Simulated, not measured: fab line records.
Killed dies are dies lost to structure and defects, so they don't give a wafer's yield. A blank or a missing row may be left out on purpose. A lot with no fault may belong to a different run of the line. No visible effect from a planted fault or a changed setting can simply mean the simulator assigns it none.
Chamber matching -- flow sky130 -- SKY_VIA1_ETCH_14 on rieDiel-01 has 4 sister chambers
The step etches BARC in N2/H2, stops on SiO2, time 45.9 s, target depth 60 nm. 8 wafers are shown with their chamber, then 9 later ones without.

== EACH WAFER AND ITS CHAMBER ==
wafer,chamber,drypumpMotorCurrentA (A),oesProductAu (a.u.)
L722.3,2,5.7,0.854
L724.6,3,5.6,0.857
L726.5,2,5.7,0.849
L732.1,0,6.3,0.852
L732.2,3,5.7,0.847
L735.1,0,6.3,0.855
L735.3,1,5.7,0.858
L735.5,1,5.7,0.863

== WAFERS WITH NO CHAMBER GIVEN ==
wafer,drypumpMotorCurrentA (A),oesProductAu (a.u.)
L737.1,5.7,0.855
L737.4,5.7,0.866
L737.5,5.6,0.858
L743.1,5.7,0.846
L743.3,6.3,0.854
L743.6,5.7,0.859
L741.2,5.7,0.853
L741.5,5.6,0.859
L741.6,5.7,0.852

== CHAMBER TAKEN BY EACH ==
wafer,from the rows above,in truth
L737.1,can't be placed: 2 or 1 or 3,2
L737.4,1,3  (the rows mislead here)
L737.5,can't be placed: 3 or 1 or 2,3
L743.1,can't be placed: 2 or 3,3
L743.3,0,0
L743.6,can't be placed: 1 or 2 or 3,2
L741.2,can't be placed: 2 or 3 or 1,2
L741.5,can't be placed: 3 or 1 or 2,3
L741.6,can't be placed: 2 or 3 or 1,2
1 of 9 placed correctly. These rows do not allow placing 7 (true chamber among the candidates in 7). Wrongly placed: 1.
How it was worked out, from the rows above alone: a wafer's distance from a chamber is the root of the sum, over the readings, of the square of ((its reading less the chamber's mean) divided by the reading's scatter). The wafer belongs to the nearest chamber; if the next one is less than 2 further off, it can't be placed. For every chamber, the mean is computed from those of its wafers that are shown. How the scatter is found: for the shown wafers, subtract from each reading the mean of its chamber, square and add these, divide the total by (wafers less chambers), then take the root.
